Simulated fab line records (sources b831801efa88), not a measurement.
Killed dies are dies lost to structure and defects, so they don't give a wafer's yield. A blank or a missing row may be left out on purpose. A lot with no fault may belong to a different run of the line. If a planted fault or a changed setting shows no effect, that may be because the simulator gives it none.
fab line records    flow sky130
record: lots: 10  wafers: 30  last_day: 50
route steps=708 shown LDD_LDN@296 SPACER@305 POLY_CUT@317 SD_N@351 PAD_OPEN@708
lots with no fault: from the same line, run without faults
start_h: hours from the record's first day to the start of the lot's first wafer shown    wait_h: how many hours have passed since the lot's step before this one    " same as the row above    L1.1+2: several wafers, shown together as one row    - no value, or no start given    * or withheld: withheld    < > ~ a bound
route shown NAME@n: names a module that has steps shown in the file, with the first one's number in the route    usual: mean/standard deviation taken from wafers without a fault    same: alike in all rows    chamber/n: place in a boat    sites: each site's reading    _std_site: the standard deviation of these    _edge_site: mean of outer sites minus mean of inner sites    radius_mm: for every site, how far away it sits from the centre of the wafer    mask NAME#n: copy n    behind: the tool/chamber that last shaped the wafer    hold: reason for holding the lot/hours on hold/outcome of the hold    device: the n, p or np transistor that did not switch    end of line: tests run on the same wafers once the route is complete    step lacking rows: just its recipe    killed: the dies lost at the first sort to structure and to defects; this is not the yield of the wafer    map: a wafer's dies, marking killed ones x, the rest . and places with no die _
set.NAME: setting as actually run; set.NAME@STEP: the setting as run at that earlier step    model.NAME: the simulator's own value behind a step, which no gauge read
one table for each step of the route and one row for each wafer, over a sample of lots
services: a tool's chamber out of use, with start hour (start_h, from the record's first day; less than 0 if before it), hours out, and reason
== steps ==
step: SKY_LDD_LDN_OVL_MEAS_07
usual: LDD_LDN_OVL: 0.4/1.6
lot.wafer  tool        chamber  start_h  wait_h  LDD_LDN_OVL[nm]
L430.1     overlay-01  -        542.27   0.1     4.5
L430.4     "           -        "        "       2.1
L430.6     "           -        "        "       2.9
L431.1     overlay-01  -        569.38   0.1     0.4
L431.5     "           -        "        "       0.4
L431.6     "           -        "        "       0.5
L434.2     overlay-02  -        578.89   0.1     2.3
L434.4     "           -        "        "       1.5
L434.5     "           -        "        "       2.9
L435.4     overlay-01  -        646.69   0.1     -0.5
L435.5     "           -        "        "       -1.0
L435.6     "           -        "        "       -1.4
L442.1     overlay-01  -        647.43   0.1     0.9
L442.3     "           -        "        "       0.4
L442.5     "           -        "        "       -1.2
L438.2     overlay-02  -        648.11   0.1     -0.1
L438.3     "           -        "        "       0.2
L438.5     "           -        "        "       -0.3
L445.2     overlay-02  -        658.51   0.1     0.9
L445.3     "           -        "        "       1.5
L445.5     "           -        "        "       1.1
L447.1     overlay-02  -        681.70   0.1     1.4
L447.2     "           -        "        "       1.6
L447.5     "           -        "        "       0.8
L449.3     overlay-02  -        687.76   0.1     -0.8
L449.4     "           -        "        "       -0.8
L449.5     "           -        "        "       -2.1
L452.2     overlay-02  -        712.44   0.1     0.6
L452.5     "           -        "        "       2.3
L452.6     "           -        "        "       1.5
step: SKY_SPACER_THK_MEAS_01
recipe: reads: Si3N4_of_SPACER_CVD_00
usual: SPACER_CVD_00_THK: 43.0/0.39
lot.wafer  tool           chamber  start_h  wait_h  SPACER_CVD_00_THK[nm]
L430.1     film_metro-03  -        544.95   0.0     41.9
L430.4     "              -        "        "       42.4
L430.6     "              -        "        "       42.1
L431.1     film_metro-04  -        572.57   0.0     42.8
L431.5     "              -        "        "       43.3
L431.6     "              -        "        "       43.5
L434.2     film_metro-01  -        580.94   0.0     43.3
L434.4     "              -        "        "       43.6
L434.5     "              -        "        "       43.4
L442.1     film_metro-01  -        650.10   0.1     43.4
L442.3     "              -        "        "       42.9
L442.5     "              -        "        "       43.4
L435.4     film_metro-03  -        650.16   0.1     43.4
L435.5     "              -        "        "       42.9
L435.6     "              -        "        "       42.9
L438.2     film_metro-01  -        651.33   0.1     42.9
L438.3     "              -        "        "       42.7
L438.5     "              -        "        "       42.6
L445.2     film_metro-01  -        660.56   0.0     43.3
L445.3     "              -        "        "       42.8
L445.5     "              -        "        "       42.8
L447.1     film_metro-03  -        685.18   0.0     43.3
L447.2     "              -        "        "       43.1
L447.5     "              -        "        "       43.3
L449.3     film_metro-03  -        690.02   0.0     42.9
L449.4     "              -        "        "       42.7
L449.5     "              -        "        "       43.5
L452.2     film_metro-04  -        714.50   0.0     42.8
L452.5     "              -        "        "       42.6
L452.6     "              -        "        "       42.8
step: SKY_POLY_CUT_ETCH_10
recipe: chemistry: N2/H2  target: BARC  ion_energy_ev: 200  source_w: 500  bias_w: 100  pressure_mtorr: 30  n2_flow_sccm: 100  h2_flow_sccm: 200  stop_on: SiO2  time_s: 45.9  target_depth_a: 600
usual: drypump_motor_current_A: 5.8/0.55  oes_product_au: 0.855/0.005  rf_fwd_power_W: 495.1/2.1  throttle_valve_pct: 13.224/0.009
lot.wafer  tool         chamber  start_h  wait_h  drypump_motor_current_A  oes_product_au  rf_fwd_power_W  rf_hours_counter_h  throttle_valve_pct
L430.1     rie_diel-03  3        575.60   0.0     6.0                      0.857           493.7           12                  13.209
L430.4     "            3        "        "       6.0                      0.852           495.7           -                   13.244
L430.6     "            2        "        "       6.1                      0.853           495.1           -                   13.233
L431.1     rie_diel-02  1        602.10   0.0     5.5                      0.857           497.0           11                  13.231
L431.5     "            1        "        "       5.5                      0.853           495.4           -                   13.222
L431.6     "            0        "        "       5.9                      0.862           496.4           -                   13.233
L434.2     rie_diel-04  1        610.04   0.0     6.5                      0.860           491.4           4                   13.220
L434.4     "            0        "        "       4.7                      0.852           497.9           12                  13.225
L434.5     "            1        "        "       6.5                      0.858           493.0           -                   13.223
L442.1     rie_diel-03  2        678.95   0.0     6.1                      0.853           498.4           14                  13.218
L442.3     "            0        "        "       6.3                      0.853           498.3           10                  13.216
L442.5     "            0        "        "       6.2                      0.855           495.0           -                   13.210
L435.4     rie_diel-04  1        679.13   0.0     6.6                      0.858           494.3           6                   13.231
L435.5     "            2        "        "       5.5                      0.855           494.0           -                   13.208
L435.6     "            1        "        "       6.5                      0.850           497.4           -                   13.221
L438.2     rie_diel-03  2        680.68   0.0     6.1                      0.846           495.1           14                  13.214
L438.3     "            1        "        "       5.1                      0.850           498.4           2                   13.232
L438.5     "            0        "        "       6.2                      0.853           496.6           -                   13.224
L445.2     rie_diel-04  0        689.58   0.0     4.7                      0.855           495.3           14                  13.227
L445.3     "            1        "        "       6.5                      0.855           495.6           6                   13.206
L445.5     "            2        "        "       5.5                      0.856           492.0           -                   13.229
L447.1     rie_diel-03  0        713.88   0.0     6.2                      0.853           496.2           11                  13.244
L447.2     "            3        "        "       6.0                      0.865           492.4           14                  13.228
L447.5     "            1        "        "       5.1                      0.861           496.2           -                   13.227
L449.3     rie_diel-04  2        718.05   0.0     5.5                      0.860           494.1           17                  13.232
L449.4     "            0        "        "       4.7                      0.850           494.2           15                  13.222
L449.5     "            3        "        "       6.2                      0.858           494.4           -                   13.216
L452.2     rie_diel-03  3        741.83   0.0     6.0                      0.850           494.1           15                  13.216
L452.5     "            3        "        "       6.0                      0.846           493.6           -                   13.221
L452.6     "            0        "        "       6.2                      0.861           499.0           -                   13.224
step: SKY_SD_N_IMPLANT_09
recipe: species: As  energy_kev: 50  dose_cm2: 4e+15  tilt_deg: 0
usual: beam_energy_keV: 50.003/0.015
lot.wafer  tool          chamber  start_h  wait_h  beam_energy_keV
L430.1     implanter-03  0        661.56   0.0     49.983
L430.4     "             0        "        "       50.006
L430.6     "             0        "        "       50.003
L431.1     implanter-03  0        688.63   0.0     49.988
L431.5     "             0        "        "       50.011
L431.6     "             0        "        "       50.024
L434.2     implanter-03  0        695.48   0.0     50.018
L434.4     "             0        "        "       50.027
L434.5     "             0        "        "       50.007
L442.1     implanter-02  0        760.63   0.0     49.989
L442.3     "             0        "        "       50.029
L442.5     "             0        "        "       50.022
L435.4     implanter-02  0        761.61   0.1     50.004
L435.5     "             0        "        "       50.010
L435.6     "             0        "        "       50.004
L438.2     implanter-02  0        764.50   0.0     39.916
L438.3     "             0        "        "       39.899
L438.5     "             0        "        "       39.914
L445.2     implanter-02  0        770.35   0.0     39.907
L445.3     "             0        "        "       39.895
L445.5     "             0        "        "       39.926
L447.1     implanter-03  0        793.69   0.0     49.973
L447.2     "             0        "        "       49.982
L447.5     "             0        "        "       49.980
L449.3     implanter-03  0        796.94   0.1     49.999
L449.4     "             0        "        "       50.009
L449.5     "             0        "        "       49.999
L452.2     implanter-04  0        821.21   0.0     50.000
L452.5     "             0        "        "       50.016
L452.6     "             0        "        "       49.995
step: SKY_SD_N_STRIP_11
recipe: chemistry: O2/N2  power_w: 1400  pressure_mtorr: 1500  platen_temp_c: withheld  o2_flow_sccm: 3000  n2_flow_sccm: 300  overash_fraction: 0.5
usual: drypump_motor_current_A: 5.7/0.46  oes_product_au: 0.526/0.0045  strip_time_to_endpoint_s: 22.43/0.038
lot.wafer  tool             chamber  start_h  wait_h  drypump_motor_current_A  oes_product_au  rf_hours_counter_h  strip_time_to_endpoint_s
L430.1     plasma_asher-04  0        661.86   0.1     6.2                      0.516           89                  22.46
L430.4     "                1        "        "       5.5                      0.527           -                   22.46
L430.6     "                1        "        "       5.5                      0.529           -                   22.45
L431.1     plasma_asher-03  0        688.93   0.1     6.1                      0.519           58                  22.46
L431.5     "                1        "        "       5.7                      0.534           -                   22.49
L431.6     "                0        "        "       6.1                      0.522           -                   22.43
L434.2     plasma_asher-02  1        695.76   0.1     4.8                      0.524           100                 22.39
L434.4     "                1        "        "       4.7                      0.520           -                   22.41
L434.5     "                0        "        "       5.2                      0.531           -                   22.39
L442.1     plasma_asher-03  1        760.93   0.1     5.7                      0.527           66                  22.45
L442.3     "                0        "        "       6.1                      0.524           -                   22.47
L442.5     "                0        "        "       6.2                      0.530           -                   22.48
L435.4     plasma_asher-04  0        761.87   0.1     6.1                      0.527           -                   22.39
L435.5     "                1        "        "       5.6                      0.533           -                   22.37
L435.6     "                0        "        "       6.2                      0.526           -                   22.43
L438.2     plasma_asher-03  1        764.78   0.1     5.6                      0.554           66                  20.89
L438.3     "                0        "        "       6.1                      0.547           -                   20.86
L438.5     "                1        "        "       5.7                      0.549           -                   20.91
L445.2     plasma_asher-03  1        770.63   0.1     5.6                      0.541           67                  20.87
L445.3     "                1        "        "       5.6                      0.549           -                   20.90
L445.5     "                0        "        "       6.1                      0.555           -                   20.87
L447.1     plasma_asher-02  1        794.29   0.2     4.8                      0.532           5                   22.45
L447.2     "                0        "        "       5.2                      0.524           5                   22.49
L447.5     "                0        "        "       5.2                      0.527           -                   22.44
L449.3     plasma_asher-04  1        797.22   0.1     5.6                      0.524           -                   22.42
L449.4     "                0        "        "       6.2                      0.533           -                   22.41
L449.5     "                0        "        "       6.2                      0.521           -                   22.40
L452.2     plasma_asher-03  0        821.49   0.1     6.1                      0.524           72                  22.43
L452.5     "                0        "        "       6.1                      0.519           -                   22.41
L452.6     "                1        "        "       5.7                      0.524           -                   22.36
step: SKY_SD_N_TW_MEAS_12
usual: SD_N_TW: 4019/32
lot.wafer  tool           chamber  start_h  wait_h  hold                      SD_N_TW
L430.1     film_metro-02  -        661.96   0.1     -                         3963
L430.4     "              -        "        "       -                         3940
L430.6     "              -        "        "       -                         3964
L431.1     film_metro-03  -        689.03   0.1     -                         4029
L431.5     "              -        "        "       -                         4035
L431.6     "              -        "        "       -                         4040
L434.2     film_metro-03  -        695.87   0.1     -                         4017
L434.4     "              -        "        "       -                         4028
L434.5     "              -        "        "       -                         4047
L442.1     film_metro-02  -        761.03   0.1     -                         4006
L442.3     "              -        "        "       -                         3999
L442.5     "              -        "        "       -                         4003
L435.4     film_metro-02  -        761.97   0.1     -                         4017
L435.5     "              -        "        "       -                         4015
L435.6     "              -        "        "       -                         3995
L438.2     film_metro-04  -        764.95   0.1     await_dispo/0.2h/release  3819
L438.3     "              -        "        "       await_dispo/0.2h/release  3807
L438.5     "              -        "        "       await_dispo/0.2h/release  3826
L438.2     film_metro-04  -        765.26   0.3     -                         3793
L438.3     "              -        "        "       -                         3831
L438.5     "              -        "        "       -                         3836
L445.2     film_metro-04  -        770.74   0.1     await_dispo/0.2h/release  3801
L445.3     "              -        "        "       await_dispo/0.2h/release  3806
L445.5     "              -        "        "       await_dispo/0.2h/release  3821
L445.2     film_metro-04  -        771.02   0.3     -                         3788
L445.3     "              -        "        "       -                         3794
L445.5     "              -        "        "       -                         3799
L447.1     film_metro-02  -        794.39   0.1     -                         4028
L447.2     "              -        "        "       -                         4025
L447.5     "              -        "        "       -                         4014
L449.3     film_metro-04  -        797.31   0.1     -                         4032
L449.4     "              -        "        "       -                         4038
L449.5     "              -        "        "       -                         4015
L452.2     film_metro-02  -        821.60   0.1     -                         3955
L452.5     "              -        "        "       -                         3968
L452.6     "              -        "        "       -                         3972
step: SKY_SD_N_RS_MEAS_16
recipe: thk_meas_gauge: four-point-probe
usual: SD_N_RS: 68.46/0.13
lot.wafer  tool           chamber  start_h  wait_h  hold                      SD_N_RS[ohm/sq]
L430.1     film_metro-03  -        662.24   0.1     -                         68.24
L430.4     "              -        "        "       -                         68.33
L430.6     "              -        "        "       -                         68.28
L431.1     film_metro-03  -        689.31   0.1     -                         68.39
L431.5     "              -        "        "       -                         68.31
L431.6     "              -        "        "       -                         68.33
L434.2     film_metro-02  -        696.16   0.1     -                         68.56
L434.4     "              -        "        "       -                         68.46
L434.5     "              -        "        "       -                         68.54
L442.1     film_metro-04  -        761.34   0.1     -                         68.71
L442.3     "              -        "        "       -                         68.67
L442.5     "              -        "        "       -                         68.69
L435.4     film_metro-04  -        762.34   0.1     -                         68.54
L435.5     "              -        "        "       -                         68.45
L435.6     "              -        "        "       -                         68.74
L438.2     film_metro-02  -        768.91   0.3     await_dispo/0.2h/release  76.52
L438.3     "              -        "        "       await_dispo/0.2h/release  76.27
L438.5     "              -        "        "       await_dispo/0.2h/release  76.60
L438.2     film_metro-02  -        769.27   0.3     -                         76.40
L438.3     "              -        "        "       -                         76.36
L438.5     "              -        "        "       -                         76.55
L445.2     film_metro-04  -        773.60   0.1     await_dispo/0.2h/release  76.52
L445.3     "              -        "        "       await_dispo/0.2h/release  76.41
L445.5     "              -        "        "       await_dispo/0.2h/release  76.53
L445.2     film_metro-04  -        773.89   0.3     -                         76.54
L445.3     "              -        "        "       -                         76.52
L445.5     "              -        "        "       -                         76.21
L447.1     film_metro-02  -        794.67   0.1     -                         68.37
L447.2     "              -        "        "       -                         68.40
L447.5     "              -        "        "       -                         68.37
L449.3     film_metro-04  -        797.61   0.1     -                         68.46
L449.4     "              -        "        "       -                         68.43
L449.5     "              -        "        "       -                         68.49
L452.2     film_metro-04  -        821.90   0.1     -                         68.58
L452.5     "              -        "        "       -                         68.66
L452.6     "              -        "        "       -                         68.65
step: SKY_PAD_OPEN_PROBE_99
usual: defect_limited_yield: 82.7/2  killed_at_M0_to_M3: 42/7.4  killed_at_M4_up: 3.5/1.9  killed_at_contacts: 24/5.2  killed_at_front_end: 15/4.5  killed_at_other: 0.2/0.53  killed_dies: 85/9.8  killed_open: 46/7.6  killed_short: 39/6.5  sort_bin_3_pad_short: 0.9/0.4  sort_bin_5_function: 10.3/1.5  sort_bin_6_memory: 6.1/1.1  sort_n_pass: 407/9.8  sort_yield_pct: 82.7/2
same: gross_dies: 492  killed_at_back_side: 0  sort_bin_4_leakage[%]: 0  sort_bin_8_speed[%]: 0
lot.wafer  tool       chamber  start_h  wait_h  defect_limited_yield[%]  killed_at_M0_to_M3  killed_at_M4_up  killed_at_contacts  killed_at_front_end  killed_at_other  killed_dies  killed_open  killed_short  sort_bin_3_pad_short[%]  sort_bin_5_function[%]  sort_bin_6_memory[%]  sort_n_pass  sort_yield_pct[%]
L435.4     prober-01  -        1161.72  0.2     82.1                     45                  4                16                  22                   1                88           49           39            0.6                      10.8                    6.5                   404          82.1
L435.5     prober-01  -        1161.77  0.2     83.1                     43                  7                24                  9                    0                83           33           50            1.4                      10.2                    5.3                   409          83.1
L435.6     prober-01  -        1161.82  0.2     84.1                     37                  6                20                  15                   0                78           37           41            0.8                      10.0                    5.1                   414          84.1
killed by level:class
L435.4 METAL1:geometric_particle:short=10 VIA1:geometric_particle:open=10 LI_CONTACT:geometric_particle:open=7 VIA3:geometric_particle:open=6 FIELD_ISO:geometric_particle:open=5 VIA2:geometric_particle:open=5 METAL2:geometric_particle:short=5 FIELD_ISO:geometric_particle:short=4
L435.5 VIA3:geometric_particle:open=9 METAL1:geometric_particle:short=8 METAL4:geometric_particle:short=7 CONTACT:geometric_particle:open=7 METAL2:geometric_particle:short=7 LOCAL_INTERCONNECT:geometric_particle:short=6 VIA3:geometric_particle:short=5 POLY_GATE:geometric_particle:short=4
L435.6 LI_CONTACT:geometric_particle:open=8 VIA1:geometric_particle:open=8 VIA1:geometric_particle:short=5 METAL4:geometric_particle:short=5 METAL2:geometric_particle:short=5 POLY_GATE:geometric_particle:open=4 METAL1:geometric_particle:short=4 FIELD_ISO:geometric_particle:open=3
== services ==
tool             chamber  start_h  hours  kind
rie_diel-02      0        553.81   3.7    repair
rie_diel-02      0        563.16   5.4    repair
rie_diel-03      1        563.33   -      clean
implanter-03     -        564.79   2.8    pm
implanter-02     -        565.55   2.4    repair
rie_diel-03      3        585.87   18.8   repair
rie_diel-04      3        586.67   4.5    repair
rie_diel-03      1        590.79   5.7    repair
plasma_asher-04  -        610.27   2.4    repair
implanter-02     -        617.31   1.9    repair
rie_diel-03      -        626.58   14.6   pm
rie_diel-02      3        636.07   18.0   repair
rie_diel-04      2        637.16   16.4   repair
rie_diel-04      0        638.59   9.4    repair
rie_diel-04      -        658.13   2.8    pm
rie_diel-02      -        668.89   14.6   pm
rie_diel-03      0        686.88   7.1    repair
implanter-02     -        687.27   3.0    pm
plasma_asher-02  -        724.21   1.7    repair
plasma_asher-02  -        733.75   9.0    pm
implanter-04     -        789.57   3.6    pm
rie_diel-02      -        801.30   2.8    pm
implanter-04     -        811.21   5.5    repair
rie_diel-04      1        821.09   10.4   repair
== key ==
first_sign: step: SKY_SD_N_IMPLANT_09  reading: beam_energy_keV  direction: down  sigmas: 99+  usual: *  struck: *
effect: step: SKY_SD_N_STRIP_11  reading: strip_time_to_endpoint_s  direction: down  sigmas: 41  usual: *  struck: *
effect: step: SKY_SD_N_TW_MEAS_12  reading: visit  direction: added
effect: step: SKY_SD_N_TW_MEAS_12  reading: SD_N_TW  direction: down  sigmas: 6.3  usual: 4019  struck: 3813
effect: step: SKY_SD_N_RS_MEAS_16  reading: visit  direction: added
effect: step: SKY_SD_N_RS_MEAS_16  reading: SD_N_RS  direction: up  sigmas: 63  usual: 68.46  struck: 76.48
met_at SKY_SD_N_IMPLANT_09
struck_lots L438,L445
scrapped_behind SKY_SD_N_RS_MEAS_16 L438.2,L438.3,L438.5,L445.2,L445.3,L445.5
not_acting_at SKY_LDD_LDN_OVL_MEAS_07,SKY_SPACER_THK_MEAS_01,SKY_POLY_CUT_ETCH_10
onset_between 761.61 764.50
fault: kind: process_parameter_drift  tool: implanter-02  chamber: -  onset_h: 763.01  steps: SKY_SD_N_IMPLANT_09  channel: energy_kev  offset: *  shape: step  end_h: 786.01  acts_in: *  stated: *
